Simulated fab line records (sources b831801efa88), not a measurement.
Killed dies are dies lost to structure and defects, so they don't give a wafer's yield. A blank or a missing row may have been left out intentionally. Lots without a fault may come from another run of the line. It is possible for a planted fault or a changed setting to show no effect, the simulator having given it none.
Shared-tool check | flow gf180mcu | Sample size 13 lots and 39 wafers

WHAT PROMPTED THE OPENING
2 of 13 lots carry a flag on the reading STI_OXIDATION_02_THK at GF_STI_THK_MEAS_30. Fault-free wafers read 10.06 nm, with a standard deviation of 0.17.
Rule: a lot gets a flag if all its wafers with a number sit over 4 standard deviations from that mean, or if no wafer of it has a number. As for the other lots, they are considered sound.

lot  | measured    | on            | STI_OXIDATION_02_THK (nm), wafer by wafer | flag
L544 | day 2 06:58 | film metro-03 | 9.79 10.02 9.82                           |
L545 | day 2 12:37 | film metro-03 | 10.28 10.29 10.21                         |
L547 | day 2 21:43 | film metro-04 | 9.99 9.86 10.07                           |
L548 | day 3 03:14 | film metro-02 | 10.19 9.88 10.19                          |
L549 | day 3 09:12 | film metro-04 | 10.31 10.56 10.50                         |
L555 | day 4 15:49 | film metro-02 | 10.17 10.05 10.24                         |
L556 | day 4 19:50 | film metro-03 | 15.80 15.68 15.85                         | FLAGGED
L558 | day 5 09:36 | film metro-02 | 10.08 10.18 10.10                         |
L559 | day 5 12:10 | film metro-04 | 15.65 15.71 15.64                         | FLAGGED
L561 | day 6 00:17 | film metro-02 | 10.12 9.98 10.10                          |
L563 | day 6 08:34 | film metro-03 | 9.91 9.93 9.82                            |
L565 | day 6 20:42 | film metro-03 | 10.23 10.26 10.19                         |
L567 | day 7 04:55 | film metro-03 | 10.11 10.12 10.23                         |
On average the flagged lots' numbers are 15.72 nm, which is +5.66 nm against the usual, or +33 standard deviations.

TOOL THAT RAN EACH LOT
The record holds 1 process step before the reading, out of a route of 602 steps. Read each cell as the tool, then ch plus the chambers that the sampled wafers visited, then the start.
lot  | flag    | GF_STI_OXIDATION_29
L544 |         | furnace-01 ch 0, day 2 05:34
L545 |         | furnace-02 ch 0, day 2 11:12
L547 |         | furnace-02 ch 0, day 2 20:17
L548 |         | furnace-02 ch 0, day 3 01:50
L549 |         | furnace-02 ch 0, day 3 07:48
L555 |         | furnace-02 ch 0, day 4 14:24
L556 | FLAGGED | furnace-02 ch 0, day 4 18:26
L558 |         | furnace-01 ch 0, day 5 08:11
L559 | FLAGGED | furnace-02 ch 0, day 5 10:46
L561 |         | furnace-01 ch 0, day 5 22:53
L563 |         | furnace-01 ch 0, day 6 07:11
L565 |         | furnace-01 ch 0, day 6 19:19
L567 |         | furnace-01 ch 0, day 7 03:30
What the steps here do:
- GF_STI_OXIDATION_29: stabilise 600 s, purge 300 s, target thk 10 nm.
- GF_STI_THK_MEAS_30

FLAGGED OVER TOTAL, TOOL BY TOOL (the gauges that took the reading come last)
step                | tool          | lots run | flagged | share of the flagged lots | sound lots run after its first flagged lot
GF_STI_OXIDATION_29 | furnace-01    | 6        | 0       | none                      | -
GF_STI_OXIDATION_29 | furnace-02    | 7        | 2       | all                       | 0
GF_STI_THK_MEAS_30  | film metro-02 | 4        | 0       | none                      | -
GF_STI_THK_MEAS_30  | film metro-03 | 6        | 1       | some                      | 3 (L563,L565,L567)
GF_STI_THK_MEAS_30  | film metro-04 | 3        | 1       | some                      | 0

THE TABLE: WHAT IT ALLOWS
In the table, 1 row covers all flagged lots: furnace-02 at GF_STI_OXIDATION_29.
- furnace-02 at GF_STI_OXIDATION_29 ran 7 lots, 2 of them flagged. A fault beginning between L555 (day 4 14:24), its last sound lot, and L556 (day 4 18:26), its first flagged one, fits the data.
furnace-02 at GF_STI_OXIDATION_29 is the single tool remaining.

WHAT HAD BEEN PUT IN BY THE SIMULATOR
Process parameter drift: furnace-02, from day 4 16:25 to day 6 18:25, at GF_STI_OXIDATION_29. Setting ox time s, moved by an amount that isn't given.
Shown lots that were struck: L556, L559. The same result came from the rule above.
